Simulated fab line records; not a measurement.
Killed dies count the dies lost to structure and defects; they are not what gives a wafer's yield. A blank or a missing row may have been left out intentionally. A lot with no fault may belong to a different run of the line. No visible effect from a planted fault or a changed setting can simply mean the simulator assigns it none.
Which tool did it? || flow gf180mcu || Sampling: 24 lots, 72 wafers, 5 of 602 route steps

== WHAT THE GAUGES SHOWED, per wafer ==
GF_CONTACT_THK_MEAS_03.
{"lot": "L074", "measured": "day 15 02:59", "on": "film-metro-01", "CONTACT_CVD_02_THK (nm)": "852 867 870"}
{"lot": "L075", "measured": "day 15 09:07", "on": "film-metro-03", "CONTACT_CVD_02_THK (nm)": "863 873 865"}
{"lot": "L076", "measured": "day 15 23:40", "on": "film-metro-04", "CONTACT_CVD_02_THK (nm)": "869 876 869"}
{"lot": "L077", "measured": "day 16 04:38", "on": "film-metro-03", "CONTACT_CVD_02_THK (nm)": "859 847 873"}
{"lot": "L078", "measured": "day 16 14:20", "on": "film-metro-01", "CONTACT_CVD_02_THK (nm)": "849 843 873"}
{"lot": "L079", "measured": "day 17 00:43", "on": "film-metro-01", "CONTACT_CVD_02_THK (nm)": "845 852 859"}
{"lot": "L080", "measured": "day 17 02:35", "on": "film-metro-01", "CONTACT_CVD_02_THK (nm)": "880 873 869"}
{"lot": "L081", "measured": "day 17 21:27", "on": "film-metro-03", "CONTACT_CVD_02_THK (nm)": "870 881 886"}
{"lot": "L082", "measured": "day 18 00:10", "on": "film-metro-04", "CONTACT_CVD_02_THK (nm)": "861 882 884"}
{"lot": "L083", "measured": "day 18 06:45", "on": "film-metro-04", "CONTACT_CVD_02_THK (nm)": "847 854 868"}
{"lot": "L084", "measured": "day 18 22:47", "on": "film-metro-04", "CONTACT_CVD_02_THK (nm)": "857 880 860"}
{"lot": "L085", "measured": "day 19 07:07", "on": "film-metro-01", "CONTACT_CVD_02_THK (nm)": "848 862 860"}
{"lot": "L086", "measured": "day 19 13:41", "on": "film-metro-03", "CONTACT_CVD_02_THK (nm)": "867 879 881"}
{"lot": "L087", "measured": "day 19 17:14", "on": "film-metro-01", "CONTACT_CVD_02_THK (nm)": "869 861 874"}
{"lot": "L088", "measured": "day 20 06:48", "on": "film-metro-01", "CONTACT_CVD_02_THK (nm)": "880 872 856"}
{"lot": "L089", "measured": "day 20 15:21", "on": "film-metro-04", "CONTACT_CVD_02_THK (nm)": "851 854 856"}
{"lot": "L090", "measured": "day 21 01:45", "on": "film-metro-04", "CONTACT_CVD_02_THK (nm)": "854 856 849"}
{"lot": "L091", "measured": "day 21 06:57", "on": "film-metro-03", "CONTACT_CVD_02_THK (nm)": "878 880 879"}
{"lot": "L092", "measured": "day 21 15:08", "on": "film-metro-03", "CONTACT_CVD_02_THK (nm)": "861 855 864"}
{"lot": "L093", "measured": "day 21 22:30", "on": "film-metro-04", "CONTACT_CVD_02_THK (nm)": "865 858 881"}
{"lot": "L094", "measured": "day 22 10:06", "on": "film-metro-01", "CONTACT_CVD_02_THK (nm)": "845 861 861"}
{"lot": "L095", "measured": "day 22 14:11", "on": "film-metro-03", "CONTACT_CVD_02_THK (nm)": "856 882 867"}
{"lot": "L096", "measured": "day 22 21:40", "on": "film-metro-03", "CONTACT_CVD_02_THK (nm)": "855 870 861"}
{"lot": "L097", "measured": "day 23 14:48", "on": "film-metro-03", "CONTACT_CVD_02_THK (nm)": "847 847 860"}

GF_M2_THK_MEAS_06: measures by xrf.
{"lot": "L074", "measured": "day 18 03:29", "on": "film-metro-02", "M2_ALCU_THK (nm)": "454 451 451"}
{"lot": "L075", "measured": "day 18 11:20", "on": "film-metro-04", "M2_ALCU_THK (nm)": "459 462 466"}
{"lot": "L076", "measured": "day 19 03:02", "on": "film-metro-04", "M2_ALCU_THK (nm)": "459 459 462"}
{"lot": "L077", "measured": "day 19 08:08", "on": "film-metro-02", "M2_ALCU_THK (nm)": "455 456 457"}
{"lot": "L078", "measured": "day 19 18:43", "on": "film-metro-04", "M2_ALCU_THK (nm)": "467 461 465"}
{"lot": "L079", "measured": "day 20 05:49", "on": "film-metro-02", "M2_ALCU_THK (nm)": "460 461 458"}
{"lot": "L080", "measured": "day 20 08:19", "on": "film-metro-03", "M2_ALCU_THK (nm)": "457 457 460"}
{"lot": "L081", "measured": "day 21 02:46", "on": "film-metro-04", "M2_ALCU_THK (nm)": "459 462 458"}
{"lot": "L082", "measured": "day 21 05:00", "on": "film-metro-02", "M2_ALCU_THK (nm)": "458 453 458"}
{"lot": "L083", "measured": "day 21 12:38", "on": "film-metro-02", "M2_ALCU_THK (nm)": "456 457 451"}
{"lot": "L084", "measured": "day 22 03:34", "on": "film-metro-04", "M2_ALCU_THK (nm)": "463 464 462"}
{"lot": "L085", "measured": "day 22 12:21", "on": "film-metro-03", "M2_ALCU_THK (nm)": "454 452 451"}
{"lot": "L086", "measured": "day 22 18:07", "on": "film-metro-03", "M2_ALCU_THK (nm)": "457 459 457"}
{"lot": "L087", "measured": "day 22 21:27", "on": "film-metro-03", "M2_ALCU_THK (nm)": "450 449 446"}
{"lot": "L088", "measured": "day 23 10:58", "on": "film-metro-04", "M2_ALCU_THK (nm)": "463 459 463"}
{"lot": "L089", "measured": "day 23 18:24", "on": "film-metro-02", "M2_ALCU_THK (nm)": "456 462 462"}
{"lot": "L090", "measured": "day 24 03:47", "on": "film-metro-02", "M2_ALCU_THK (nm)": "458 459 459"}
{"lot": "L091", "measured": "day 24 09:37", "on": "film-metro-04", "M2_ALCU_THK (nm)": "455 456 456"}
{"lot": "L092", "measured": "day 24 16:54", "on": "film-metro-02", "M2_ALCU_THK (nm)": "453 451 457"}
{"lot": "L093", "measured": "day 24 23:33", "on": "film-metro-02", "M2_ALCU_THK (nm)": "457 450 456"}
{"lot": "L094", "measured": "day 25 10:50", "on": "film-metro-03", "M2_ALCU_THK (nm)": "443 444 451"}
{"lot": "L095", "measured": "day 25 13:19", "on": "film-metro-02", "M2_ALCU_THK (nm)": "455 453 456"}
{"lot": "L096", "measured": "day 25 21:02", "on": "film-metro-02", "M2_ALCU_THK (nm)": "456 459 453"}
{"lot": "L097", "measured": "day 26 13:30", "on": "film-metro-03", "M2_ALCU_THK (nm)": "449 451 449"}

GF_M2_OVL_MEAS_15.
{"lot": "L074", "measured": "day 19 03:08", "on": "overlay-01", "M2_OVL (nm)": "1 3 3"}
{"lot": "L075", "measured": "day 19 12:01", "on": "overlay-01", "M2_OVL (nm)": "-4 4 7"}
{"lot": "L076", "measured": "day 20 03:55", "on": "overlay-01", "M2_OVL (nm)": "1 -3 3"}
{"lot": "L077", "measured": "day 20 08:49", "on": "overlay-01", "M2_OVL (nm)": "-5 -1 -4"}
{"lot": "L078", "measured": "day 20 19:17", "on": "overlay-02", "M2_OVL (nm)": "2 1 -3"}
{"lot": "L079", "measured": "day 21 05:26", "on": "overlay-01", "M2_OVL (nm)": "1 -1 -10"}
{"lot": "L080", "measured": "day 21 07:55", "on": "overlay-02", "M2_OVL (nm)": "9 8 7"}
{"lot": "L081", "measured": "day 22 02:20", "on": "overlay-02", "M2_OVL (nm)": "-2 2 -1"}
{"lot": "L082", "measured": "day 22 04:53", "on": "overlay-01", "M2_OVL (nm)": "-9 -4 1"}
{"lot": "L083", "measured": "day 22 12:03", "on": "overlay-01", "M2_OVL (nm)": "5 6 4"}
{"lot": "L084", "measured": "day 23 02:22", "on": "overlay-02", "M2_OVL (nm)": "-1 -1 -3"}
{"lot": "L085", "measured": "day 23 10:50", "on": "overlay-02", "M2_OVL (nm)": "-4 4 2"}
{"lot": "L086", "measured": "day 23 16:50", "on": "overlay-01", "M2_OVL (nm)": "-4 5 -9"}
{"lot": "L087", "measured": "day 23 20:04", "on": "overlay-02", "M2_OVL (nm)": "-1 -13 -1"}
{"lot": "L088", "measured": "day 24 09:51", "on": "overlay-01", "M2_OVL (nm)": "3 -1 1"}
{"lot": "L089", "measured": "day 24 16:56", "on": "overlay-02", "M2_OVL (nm)": "6 7 -4"}
{"lot": "L090", "measured": "day 25 02:04", "on": "overlay-01", "M2_OVL (nm)": "-13 -11 -8"}
{"lot": "L091", "measured": "day 25 07:01", "on": "overlay-01", "M2_OVL (nm)": "-1 1 2"}
{"lot": "L092", "measured": "day 25 13:45", "on": "overlay-01", "M2_OVL (nm)": "1 -1 -4"}
{"lot": "L093", "measured": "day 25 20:47", "on": "overlay-01", "M2_OVL (nm)": "0 3 8"}
{"lot": "L094", "measured": "day 26 06:55", "on": "overlay-01", "M2_OVL (nm)": "2 8 3"}
{"lot": "L095", "measured": "day 26 10:46", "on": "overlay-02", "M2_OVL (nm)": "-3 -8 -2"}
{"lot": "L096", "measured": "day 26 17:30", "on": "overlay-02", "M2_OVL (nm)": "4 9 2"}
{"lot": "L097", "measured": "day 27 09:21", "on": "overlay-01", "M2_OVL (nm)": "-4 3 0"}

== EACH LOT AND THE TOOL THAT RAN IT (in order: tool; ch and the chambers of the sampled wafers; start) ==
{"lot": "L074", "GF_M1_SPUTTER_04": "pvd-sputter-01, day 16 02:44", "GF_V1_CMP_04": "cmp-01 ch 1,2,3, day 17 01:47"}
{"lot": "L075", "GF_M1_SPUTTER_04": "pvd-sputter-01, day 16 09:29", "GF_V1_CMP_04": "cmp-01 ch 0,1, day 17 09:29"}
{"lot": "L076", "GF_M1_SPUTTER_04": "pvd-sputter-03, day 16 23:58", "GF_V1_CMP_04": "cmp-02 ch 0,1,3, day 18 00:50"}
{"lot": "L077", "GF_M1_SPUTTER_04": "pvd-sputter-01, day 17 05:20", "GF_V1_CMP_04": "cmp-01 ch 1,2,3, day 18 05:42"}
{"lot": "L078", "GF_M1_SPUTTER_04": "pvd-sputter-03, day 17 15:02", "GF_V1_CMP_04": "cmp-02 ch 0,1,3, day 18 16:06"}
{"lot": "L079", "GF_M1_SPUTTER_04": "pvd-sputter-03, day 18 01:50", "GF_V1_CMP_04": "cmp-02 ch 1,2,3, day 19 03:07"}
{"lot": "L080", "GF_M1_SPUTTER_04": "pvd-sputter-03, day 18 03:56", "GF_V1_CMP_04": "cmp-01 ch 0,1,2, day 19 05:04"}
{"lot": "L081", "GF_M1_SPUTTER_04": "pvd-sputter-03, day 18 22:58", "GF_V1_CMP_04": "cmp-01 ch 0,2,3, day 20 00:33"}
{"lot": "L082", "GF_M1_SPUTTER_04": "pvd-sputter-02, day 19 01:37", "GF_V1_CMP_04": "cmp-01 ch 0,3, day 20 02:53"}
{"lot": "L083", "GF_M1_SPUTTER_04": "pvd-sputter-02, day 19 08:52", "GF_V1_CMP_04": "cmp-02 ch 1,2,3, day 20 10:39"}
{"lot": "L084", "GF_M1_SPUTTER_04": "pvd-sputter-02, day 20 00:35", "GF_V1_CMP_04": "cmp-01 ch 1,2,3, day 21 01:34"}
{"lot": "L085", "GF_M1_SPUTTER_04": "pvd-sputter-02, day 20 09:50", "GF_V1_CMP_04": "cmp-01 ch 0,1,3, day 21 11:20"}
{"lot": "L086", "GF_M1_SPUTTER_04": "pvd-sputter-01, day 20 15:49", "GF_V1_CMP_04": "cmp-02 ch 1,2, day 21 16:37"}
{"lot": "L087", "GF_M1_SPUTTER_04": "pvd-sputter-03, day 20 18:59", "GF_V1_CMP_04": "cmp-01 ch 0,2,3, day 21 20:30"}
{"lot": "L088", "GF_M1_SPUTTER_04": "pvd-sputter-02, day 21 09:07", "GF_V1_CMP_04": "cmp-01 ch 1,2,3, day 22 09:52"}
{"lot": "L089", "GF_M1_SPUTTER_04": "pvd-sputter-02, day 21 16:49", "GF_V1_CMP_04": "cmp-02 ch 0,3, day 22 17:42"}
{"lot": "L090", "GF_M1_SPUTTER_04": "pvd-sputter-01, day 22 03:22", "GF_V1_CMP_04": "cmp-01 ch 0,2,3, day 23 03:11"}
{"lot": "L091", "GF_M1_SPUTTER_04": "pvd-sputter-01, day 22 08:55", "GF_V1_CMP_04": "cmp-01 ch 1,2,3, day 23 08:59"}
{"lot": "L092", "GF_M1_SPUTTER_04": "pvd-sputter-02, day 22 15:46", "GF_V1_CMP_04": "cmp-02 ch 0,1,2, day 23 16:11"}
{"lot": "L093", "GF_M1_SPUTTER_04": "pvd-sputter-02, day 23 00:13", "GF_V1_CMP_04": "cmp-02 ch 0,2,3, day 24 00:04"}
{"lot": "L094", "GF_M1_SPUTTER_04": "pvd-sputter-02, day 23 11:14", "GF_V1_CMP_04": "cmp-02 ch 0,1,3, day 24 11:08"}
{"lot": "L095", "GF_M1_SPUTTER_04": "pvd-sputter-03, day 23 14:37", "GF_V1_CMP_04": "cmp-01 ch 1,2,3, day 24 13:47"}
{"lot": "L096", "GF_M1_SPUTTER_04": "pvd-sputter-01, day 23 22:09", "GF_V1_CMP_04": "cmp-02 ch 0,3, day 24 21:16"}
{"lot": "L097", "GF_M1_SPUTTER_04": "pvd-sputter-01, day 24 14:58", "GF_V1_CMP_04": "cmp-01 ch 0,3, day 25 14:11"}
- GF_M1_SPUTTER_04: material TiN, target thk 50 nm, time 41.7 s.
- GF_V1_CMP_04: polishes SiO2.

== WHAT THE TOOLS THEMSELVES READ (means of the sampled wafers that have a number; where no wafer has one, the mark that the record gives instead) ==
GF_M1_SPUTTER_04.
{"lot": "L074", "tool": "pvd-sputter-01", "throttle-valve-pct (%)": 29.9}
{"lot": "L075", "tool": "pvd-sputter-01", "throttle-valve-pct (%)": 30.7}
{"lot": "L076", "tool": "pvd-sputter-03", "throttle-valve-pct (%)": 30.6}
{"lot": "L077", "tool": "pvd-sputter-01", "throttle-valve-pct (%)": 29.5}
{"lot": "L078", "tool": "pvd-sputter-03", "throttle-valve-pct (%)": 28.8}
{"lot": "L079", "tool": "pvd-sputter-03", "throttle-valve-pct (%)": 30.6}
{"lot": "L080", "tool": "pvd-sputter-03", "throttle-valve-pct (%)": 30.7}
{"lot": "L081", "tool": "pvd-sputter-03", "throttle-valve-pct (%)": 30.5}
{"lot": "L082", "tool": "pvd-sputter-02", "throttle-valve-pct (%)": 29.9}
{"lot": "L083", "tool": "pvd-sputter-02", "throttle-valve-pct (%)": 29.3}
{"lot": "L084", "tool": "pvd-sputter-02", "throttle-valve-pct (%)": 29.2}
{"lot": "L085", "tool": "pvd-sputter-02", "throttle-valve-pct (%)": 29.6}
{"lot": "L086", "tool": "pvd-sputter-01", "throttle-valve-pct (%)": 30.6}
{"lot": "L087", "tool": "pvd-sputter-03", "throttle-valve-pct (%)": 29.3}
{"lot": "L088", "tool": "pvd-sputter-02", "throttle-valve-pct (%)": 29.9}
{"lot": "L089", "tool": "pvd-sputter-02", "throttle-valve-pct (%)": 30.3}
{"lot": "L090", "tool": "pvd-sputter-01", "throttle-valve-pct (%)": 30.7}
{"lot": "L091", "tool": "pvd-sputter-01", "throttle-valve-pct (%)": 29.2}
{"lot": "L092", "tool": "pvd-sputter-02", "throttle-valve-pct (%)": 30.5}
{"lot": "L093", "tool": "pvd-sputter-02", "throttle-valve-pct (%)": 28.5}
{"lot": "L094", "tool": "pvd-sputter-02", "throttle-valve-pct (%)": 30.0}
{"lot": "L095", "tool": "pvd-sputter-03", "throttle-valve-pct (%)": 30.2}
{"lot": "L096", "tool": "pvd-sputter-01", "throttle-valve-pct (%)": 29.6}
{"lot": "L097", "tool": "pvd-sputter-01", "throttle-valve-pct (%)": 31.5}

GF_V1_CMP_04.
{"lot": "L074", "tool": "cmp-01", "motor-current-A (A)": 13.0, "time-to-endpoint-s (s)": 90}
{"lot": "L075", "tool": "cmp-01", "motor-current-A (A)": 11.8, "time-to-endpoint-s (s)": 86}
{"lot": "L076", "tool": "cmp-02", "motor-current-A (A)": 10.2, "time-to-endpoint-s (s)": 86}
{"lot": "L077", "tool": "cmp-01", "motor-current-A (A)": 12.7, "time-to-endpoint-s (s)": 84}
{"lot": "L078", "tool": "cmp-02", "motor-current-A (A)": 10.1, "time-to-endpoint-s (s)": 77}
{"lot": "L079", "tool": "cmp-02", "motor-current-A (A)": 10.7, "time-to-endpoint-s (s)": 81}
{"lot": "L080", "tool": "cmp-01", "motor-current-A (A)": 12.1, "time-to-endpoint-s (s)": 82}
{"lot": "L081", "tool": "cmp-01", "motor-current-A (A)": 12.5, "time-to-endpoint-s (s)": 90}
{"lot": "L082", "tool": "cmp-01", "motor-current-A (A)": 11.8, "time-to-endpoint-s (s)": 85}
{"lot": "L083", "tool": "cmp-02", "motor-current-A (A)": 10.3, "time-to-endpoint-s (s)": 84}
{"lot": "L084", "tool": "cmp-01", "motor-current-A (A)": 12.9, "time-to-endpoint-s (s)": 88}
{"lot": "L085", "tool": "cmp-01", "motor-current-A (A)": 12.5, "time-to-endpoint-s (s)": 82}
{"lot": "L086", "tool": "cmp-02", "motor-current-A (A)": 10.5, "time-to-endpoint-s (s)": 77}
{"lot": "L087", "tool": "cmp-01", "motor-current-A (A)": 12.4, "time-to-endpoint-s (s)": 86}
{"lot": "L088", "tool": "cmp-01", "motor-current-A (A)": 12.9, "time-to-endpoint-s (s)": 85}
{"lot": "L089", "tool": "cmp-02", "motor-current-A (A)": 10.7, "time-to-endpoint-s (s)": 82}
{"lot": "L090", "tool": "cmp-01", "motor-current-A (A)": 12.6, "time-to-endpoint-s (s)": 81}
{"lot": "L091", "tool": "cmp-01", "motor-current-A (A)": 12.9, "time-to-endpoint-s (s)": 88}
{"lot": "L092", "tool": "cmp-02", "motor-current-A (A)": 11.0, "time-to-endpoint-s (s)": 74}
{"lot": "L093", "tool": "cmp-02", "motor-current-A (A)": 10.9, "time-to-endpoint-s (s)": 84}
{"lot": "L094", "tool": "cmp-02", "motor-current-A (A)": 9.9, "time-to-endpoint-s (s)": 80}
{"lot": "L095", "tool": "cmp-01", "motor-current-A (A)": 13.0, "time-to-endpoint-s (s)": 79}
{"lot": "L096", "tool": "cmp-02", "motor-current-A (A)": 10.6, "time-to-endpoint-s (s)": 82}
{"lot": "L097", "tool": "cmp-01", "motor-current-A (A)": 12.6, "time-to-endpoint-s (s)": 83}

== THE ANSWER, worked out from the rows above alone ==
Rule: usual is defined by the lots themselves. Put in order of their means at a reading, lots are off if they are a third of the lots or fewer, leave a main group of 4 or more, and stand apart from it by a gap of 3 or more times the standard deviation of the main group's means; of several such gaps the widest counts. If all means in a main group match to the digits the tables above print for the reading, that group is not used. Also off: a lot with no number at a reading for which 4 or more lots have one. Any other lot the step has rows for is counted as sound. Order of review: gauges by route order, followed by the tools' own readings, for which a lot's mean as printed above is used. At the first step where some lot is off, the reading lying furthest off is the one used; lots without a number count as furthest.
No lot is off at any reading shown: from this, nothing can be told.

== WHAT HAD BEEN PUT IN BY THE SIMULATOR ==
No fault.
